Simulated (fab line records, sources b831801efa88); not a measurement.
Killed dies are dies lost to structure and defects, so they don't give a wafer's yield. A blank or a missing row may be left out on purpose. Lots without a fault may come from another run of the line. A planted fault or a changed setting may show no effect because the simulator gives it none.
Which tool did it? | flow sky130 | 24 lots, 72 wafers sampled, at 5 steps of a route of 708

WHAT THE GAUGES READ, wafer by wafer
SKY_VT_ADJUST_NCORE_TW_MEAS_11.
lot  | measured     | on            | VT_ADJUST_NCORE_TW
L074 | day 8 15:44  | film_metro-02 | 219.7 221.1 221.3
L075 | day 8 22:44  | film_metro-01 | 218.4 217.9 218.6
L076 | day 9 03:56  | film_metro-04 | 217.8 219.0 219.9
L077 | day 9 13:37  | film_metro-02 | 219.8 219.9 220.9
L078 | day 9 23:16  | film_metro-04 | 220.8 219.5 220.5
L079 | day 10 02:31 | film_metro-01 | 217.5 218.6 217.2
L080 | day 10 12:39 | film_metro-04 | 220.4 219.9 219.9
L081 | day 10 17:42 | film_metro-02 | 219.0 219.3 218.0
L082 | day 10 21:50 | film_metro-01 | 217.4 217.9 217.5
L083 | day 11 11:04 | film_metro-01 | 219.9 218.2 219.6
L084 | day 11 16:44 | film_metro-01 | 220.6 218.8 219.6
L085 | day 12 01:44 | film_metro-02 | 221.8 219.8 221.4
L086 | day 12 06:08 | film_metro-04 | 218.4 218.7 217.7
L087 | day 12 22:23 | film_metro-01 | 217.9 217.5 217.2
L088 | day 13 03:58 | film_metro-04 | 219.1 219.4 218.5
L089 | day 13 10:39 | film_metro-02 | 219.5 220.6 220.7
L090 | day 13 10:57 | film_metro-04 | 218.5 220.1 219.6
L091 | day 13 15:56 | film_metro-01 | 218.3 218.5 219.9
L092 | day 14 01:23 | film_metro-02 | 221.3 220.2 220.7
L093 | day 14 10:24 | film_metro-01 | 219.4 219.7 219.0
L094 | day 14 15:41 | film_metro-04 | 220.5 221.3 219.6
L095 | day 15 00:35 | film_metro-02 | 219.8 220.5 220.4
L096 | day 15 03:36 | film_metro-01 | 218.2 218.5 217.8
L097 | day 15 10:20 | film_metro-04 | 220.6 220.9 221.1

SKY_SD_N_OVL_MEAS_08.
lot  | measured     | on         | SD_N_OVL (nm)
L074 | day 27 22:21 | overlay-01 | 0.5 -0.7 -0.2
L075 | day 28 09:11 | overlay-01 | -0.4 -0.1 0.6
L076 | day 28 19:17 | overlay-01 | -1.7 -0.2 -0.6
L077 | day 29 03:00 | overlay-01 | 0.7 1.2 0.8
L078 | day 29 15:34 | overlay-02 | 0.9 0.0 0.2
L079 | day 29 22:52 | overlay-02 | -1.2 -1.8 -0.3
L080 | day 30 05:28 | overlay-02 | 2.0 1.1 2.6
L081 | day 30 07:46 | overlay-02 | 1.8 1.1 2.2
L082 | day 31 16:04 | overlay-01 | -0.6 0.6 0.2
L083 | day 31 16:51 | overlay-02 | 1.1 2.0 2.1
L084 | day 31 17:10 | overlay-01 | 0.0 2.1 1.2
L085 | day 31 21:49 | overlay-01 | 0.2 -0.4 -1.2
L086 | day 32 06:14 | overlay-02 | -1.1 -1.7 0.3
L087 | day 33 00:58 | overlay-01 | 0.4 0.1 1.1
L088 | day 33 02:20 | overlay-01 | 1.9 -1.3 1.6
L089 | day 33 13:37 | overlay-01 | 0.6 -0.1 0.2
L090 | day 33 12:17 | overlay-02 | -0.2 2.2 0.7
L091 | day 33 16:52 | overlay-01 | 1.8 0.6 1.8
L092 | day 34 02:54 | overlay-02 | 3.8 2.0 2.3
L093 | day 34 08:57 | overlay-02 | 1.1 0.0 1.4
L094 | day 34 15:16 | overlay-02 | 0.9 1.1 0.4
L095 | day 35 02:26 | overlay-01 | -0.9 0.7 -0.4
L096 | day 35 09:07 | overlay-01 | 2.4 3.9 3.2
L097 | day 35 10:38 | overlay-02 | 1.4 2.2 1.7

SKY_VIA2_OVL_MEAS_13.
lot  | measured     | on         | VIA2_OVL (nm)
L074 | day 36 10:39 | overlay-02 | 10 16 10
L075 | day 36 19:55 | overlay-01 | 3 1 2
L076 | day 37 03:39 | overlay-02 | -7 -11 -8
L077 | day 37 12:25 | overlay-02 | 14 9 1
L078 | day 37 23:04 | overlay-01 | -5 1 1
L079 | day 38 10:15 | overlay-01 | -3 -5 -1
L080 | day 38 11:49 | overlay-01 | -4 -6 -7
L081 | day 38 13:16 | overlay-02 | 2 5 6
L082 | day 39 18:57 | overlay-02 | 5 9 6
L083 | day 39 20:06 | overlay-02 | 8 7 8
L084 | day 39 21:24 | overlay-01 | 9 2 -3
L085 | day 40 02:54 | overlay-02 | 11 2 7
L086 | day 40 09:06 | overlay-02 | 15 3 7
L087 | day 41 03:09 | overlay-02 | 1 0 0
L088 | day 41 03:54 | overlay-02 | 3 4 2
L089 | day 41 12:43 | overlay-02 | 4 3 3
L090 | day 41 11:43 | overlay-02 | 5 4 2
L091 | day 41 15:15 | overlay-02 | 4 8 8
L092 | day 41 23:33 | overlay-01 | 5 7 -1
L093 | day 42 07:08 | overlay-01 | 6 5 6
L094 | day 42 12:13 | overlay-02 | 6 4 4
L095 | day 43 00:04 | overlay-02 | 9 7 6
L096 | day 43 04:09 | overlay-01 | -3 -1 -7
L097 | day 43 05:27 | overlay-02 | 3 5 6

WHICH TOOL RAN EACH LOT (tool, then ch and the chambers of the sampled wafers, then the start)
lot  | SKY_VT_ADJUST_PCH_STRIP_09           | SKY_CONTACT_SPUTTER_23
L074 | plasma_asher-04 ch 0,1, day 10 12:13 | pvd_sputter-01, day 31 16:25
L075 | plasma_asher-03 ch 0,1, day 10 18:58 | pvd_sputter-02, day 32 02:38
L076 | plasma_asher-03 ch 0,1, day 11 01:58 | pvd_sputter-04, day 32 11:57
L077 | plasma_asher-02 ch 0,1, day 11 11:34 | pvd_sputter-01, day 32 18:46
L078 | plasma_asher-04 ch 0,1, day 11 22:17 | pvd_sputter-04, day 33 06:22
L079 | plasma_asher-03 ch 0,1, day 12 01:36 | pvd_sputter-02, day 33 20:43
L080 | plasma_asher-02 ch 0,1, day 12 13:16 | pvd_sputter-01, day 33 21:04
L081 | plasma_asher-02 ch 0,1, day 12 18:07 | pvd_sputter-04, day 33 21:43
L082 | plasma_asher-03 ch 0,1, day 12 23:25 | pvd_sputter-01, day 35 06:33
L083 | plasma_asher-04 ch 0,1, day 13 13:28 | pvd_sputter-01, day 35 08:02
L084 | plasma_asher-02 ch 1, day 13 19:31   | pvd_sputter-02, day 35 08:22
L085 | plasma_asher-04 ch 0,1, day 14 04:19 | pvd_sputter-04, day 35 12:43
L086 | plasma_asher-03 ch 1, day 14 10:07   | pvd_sputter-01, day 35 20:01
L087 | plasma_asher-04 ch 0,1, day 15 03:37 | pvd_sputter-02, day 36 15:20
L088 | plasma_asher-03 ch 0,1, day 15 08:22 | pvd_sputter-04, day 36 15:41
L089 | plasma_asher-02 ch 0,1, day 15 17:10 | pvd_sputter-04, day 37 03:02
L090 | plasma_asher-04 ch 0,1, day 15 17:33 | pvd_sputter-04, day 37 01:19
L091 | plasma_asher-02 ch 0,1, day 15 22:27 | pvd_sputter-01, day 37 05:20
L092 | plasma_asher-03 ch 0,1, day 16 08:01 | pvd_sputter-01, day 37 15:01
L093 | plasma_asher-04 ch 0,1, day 16 17:49 | pvd_sputter-01, day 37 22:52
L094 | plasma_asher-04 ch 0,1, day 16 23:53 | pvd_sputter-01, day 38 03:26
L095 | plasma_asher-02 ch 0,1, day 17 09:00 | pvd_sputter-01, day 38 15:19
L096 | plasma_asher-03 ch 0,1, day 17 12:01 | pvd_sputter-01, day 38 20:22
L097 | plasma_asher-02 ch 0,1, day 17 18:58 | pvd_sputter-04, day 38 22:13
- SKY_VT_ADJUST_PCH_STRIP_09: strips in O2/N2.
- SKY_CONTACT_SPUTTER_23: material TiN, target thk 20 nm, time 80 s.

WHAT THE TOOLS THEMSELVES READ (means of the sampled wafers that have a number; where no wafer has one, the mark that the record gives instead)
SKY_VT_ADJUST_PCH_STRIP_09.
lot  | tool            | chamber_pressure_mTorr (mTorr) | drypump_motor_current_A (A) | oes_product_au (a.u.) | strip_time_to_endpoint_s (s)
L074 | plasma_asher-04 | 1499.9                         | 5.3                         | 0.724                 | 36.86
L075 | plasma_asher-03 | 1499.6                         | 5.8                         | 0.724                 | 36.95
L076 | plasma_asher-03 | 1499.7                         | 6.0                         | 0.725                 | 36.88
L077 | plasma_asher-02 | 1501.2                         | 5.7                         | 0.722                 | 36.82
L078 | plasma_asher-04 | 1501.2                         | 5.4                         | 0.723                 | 36.84
L079 | plasma_asher-03 | 1501.9                         | 5.8                         | 0.725                 | 36.88
L080 | plasma_asher-02 | 1499.6                         | 5.4                         | 0.725                 | 36.86
L081 | plasma_asher-02 | 1499.0                         | 5.7                         | 0.723                 | 36.88
L082 | plasma_asher-03 | 1501.5                         | 5.9                         | 0.720                 | 36.88
L083 | plasma_asher-04 | 1500.1                         | 5.5                         | 0.721                 | 36.73
L084 | plasma_asher-02 | 1500.9                         | 5.9                         | 0.724                 | 36.84
L085 | plasma_asher-04 | 1499.5                         | 5.3                         | 0.723                 | 37.06
L086 | plasma_asher-03 | 1499.2                         | 6.1                         | 0.722                 | 36.95
L087 | plasma_asher-04 | 1499.0                         | 5.5                         | 0.725                 | 36.96
L088 | plasma_asher-03 | 1498.7                         | 6.0                         | 0.727                 | 36.79
L089 | plasma_asher-02 | 1500.0                         | 5.6                         | 0.725                 | 36.83
L090 | plasma_asher-04 | 1500.2                         | 5.4                         | 0.719                 | 36.88
L091 | plasma_asher-02 | 1499.3                         | 5.4                         | 0.720                 | 37.02
L092 | plasma_asher-03 | 1500.7                         | 5.8                         | 0.726                 | 36.74
L093 | plasma_asher-04 | 1500.5                         | 5.4                         | 0.719                 | 36.97
L094 | plasma_asher-04 | 1501.5                         | 5.3                         | 0.718                 | 36.91
L095 | plasma_asher-02 | 1499.9                         | 5.6                         | 0.726                 | 36.94
L096 | plasma_asher-03 | 1500.0                         | 5.8                         | 0.724                 | 36.93
L097 | plasma_asher-02 | 1499.7                         | 5.7                         | 0.724                 | 37.10

SKY_CONTACT_SPUTTER_23.
lot  | tool           | throttle_valve_pct (%)
L074 | pvd_sputter-01 | 29.9
L075 | pvd_sputter-02 | 30.1
L076 | pvd_sputter-04 | 29.2
L077 | pvd_sputter-01 | 29.2
L078 | pvd_sputter-04 | 29.0
L079 | pvd_sputter-02 | 29.9
L080 | pvd_sputter-01 | 30.5
L081 | pvd_sputter-04 | 29.1
L082 | pvd_sputter-01 | 29.8
L083 | pvd_sputter-01 | 29.6
L084 | pvd_sputter-02 | 29.9
L085 | pvd_sputter-04 | 29.3
L086 | pvd_sputter-01 | 30.2
L087 | pvd_sputter-02 | 30.3
L088 | pvd_sputter-04 | 29.2
L089 | pvd_sputter-04 | 29.0
L090 | pvd_sputter-04 | 28.8
L091 | pvd_sputter-01 | 29.6
L092 | pvd_sputter-01 | 29.4
L093 | pvd_sputter-01 | 30.0
L094 | pvd_sputter-01 | 30.3
L095 | pvd_sputter-01 | 29.4
L096 | pvd_sputter-01 | 29.7
L097 | pvd_sputter-04 | 29.0

THE ANSWER, worked out from the rows above alone
Rule: what is usual is taken from the lots themselves. Put in order of their means at a reading, lots are off if they are a third of the lots or fewer, leave a main group of 4 or more, and stand apart from it by a gap of 3 or more times the standard deviation of the main group's means; of several such gaps the widest counts. A main group whose means are all the same, to the digits that the tables above print for the reading, isn't used. A lot without any number at a reading at which 4 lots or more have one is off too. The other lots that the step has rows for count as sound. The gauges are gone through in route order, then the tools' own readings, and for those a lot's mean is taken as printed above. The first step at which some lot is off is used, and at that step the reading that is off furthest; a lot without a number counts as furthest.
No lot is off at any reading shown: from this, nothing can be told.

WHAT THE SIMULATOR HAD PUT IN
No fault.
